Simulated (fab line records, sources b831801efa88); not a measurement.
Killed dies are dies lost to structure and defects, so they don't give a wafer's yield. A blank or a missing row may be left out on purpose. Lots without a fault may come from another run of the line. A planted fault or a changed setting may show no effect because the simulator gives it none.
Chamber matching | flow sky130 | SKY_CONTACT_CMP_27 on cmp-01: 4 sister chambers
The step polishes, stops on SiO2, t overpolish 15 s, target thk 0 nm. 16 wafers are shown with their chamber, then 8 later ones without.

WAFERS WITH THEIR CHAMBER
wafer  | chamber | motor_current_A (A) | time_to_endpoint_s (s) | overpolish_run_s (s)
L879.1 | 0       | 8.7                 | 82.9                   | 15.009
L879.2 | 1       | 11.3                | 83.7                   | 14.989
L879.6 | 0       | 9.2                 | 83.1                   | 15.011
L881.1 | 1       | 11.8                | 82.5                   | 15.018
L881.2 | 0       | 8.6                 | 78.3                   | 15.003
L881.5 | 0       | 8.4                 | 80.4                   | 15.017
L882.2 | 2       | 12.4                | 76.8                   | 15.013
L882.3 | 3       | 8.2                 | 77.7                   | 14.990
L882.6 | 1       | 11.7                | 78.7                   | 15.001
L885.3 | 0       | 9.0                 | 76.6                   | 15.004
L885.4 | 1       | 12.0                | 79.4                   | 15.005
L885.6 | 3       | 8.5                 | 77.7                   | 15.006
L886.3 | 3       | 8.1                 | 78.1                   | 15.005
L886.5 | 2       | 12.6                | 79.8                   | 15.005
L886.6 | 1       | 11.4                | 85.6                   | 15.005
L889.4 | 3       | 8.5                 | 80.5                   | 15.005

SIGNATURES (means of the wafers above)
reading            | chamber 0 | chamber 1 | chamber 2 | chamber 3 | scatter within a chamber
motor_current_A    | 8.780     | 11.640    | 12.500    | 8.325     | 0.272
time_to_endpoint_s | 80.260    | 81.980    | 78.300    | 78.500    | 2.52
overpolish_run_s   | 15.00880  | 15.00360  | 15.00900  | 15.00150  | 0.00801
Rule: a wafer's distance from a chamber is the root of the sum, over the readings, of the square of ((its reading less the chamber's mean) divided by the reading's scatter). The wafer belongs to the nearest chamber; if the next one is less than 2 further off, it can't be placed. The scatter: the root of (the sum of the squares of (reading less its chamber's mean) over the shown wafers, divided by (wafers less chambers)).

WAFERS WITHOUT THEIR CHAMBER
wafer  | motor_current_A (A) | time_to_endpoint_s (s) | overpolish_run_s (s)
L889.5 | 8.5                 | 80.6                   | 15.004
L889.6 | 12.5                | 78.6                   | 15.006
L894.1 | 8.4                 | 76.8                   | 15.013
L894.2 | 8.9                 | 79.1                   | 15.005
L894.6 | 9.0                 | 81.0                   | 14.997
L902.2 | 8.9                 | 78.6                   | 14.988
L902.4 | 11.9                | 73.3                   | 14.983
L902.5 | 8.5                 | 76.4                   | 15.008

WHICH CHAMBER EACH WENT THROUGH
wafer  | from the rows above     | in truth
L889.5 | can't be placed: 3 or 0 | 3
L889.6 | 2                       | 2
L894.1 | can't be placed: 3 or 0 | 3
L894.2 | can't be placed: 0 or 3 | 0
L894.6 | can't be placed: 0 or 3 | 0
L902.2 | can't be placed: 3 or 0 | 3
L902.4 | can't be placed: 2 or 1 | 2
L902.5 | can't be placed: 3 or 0 | 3
Placed correctly: 1 of 8. Can't be placed from these rows: 7 (the true chamber is among the candidates in 7). Placed wrongly: 0.
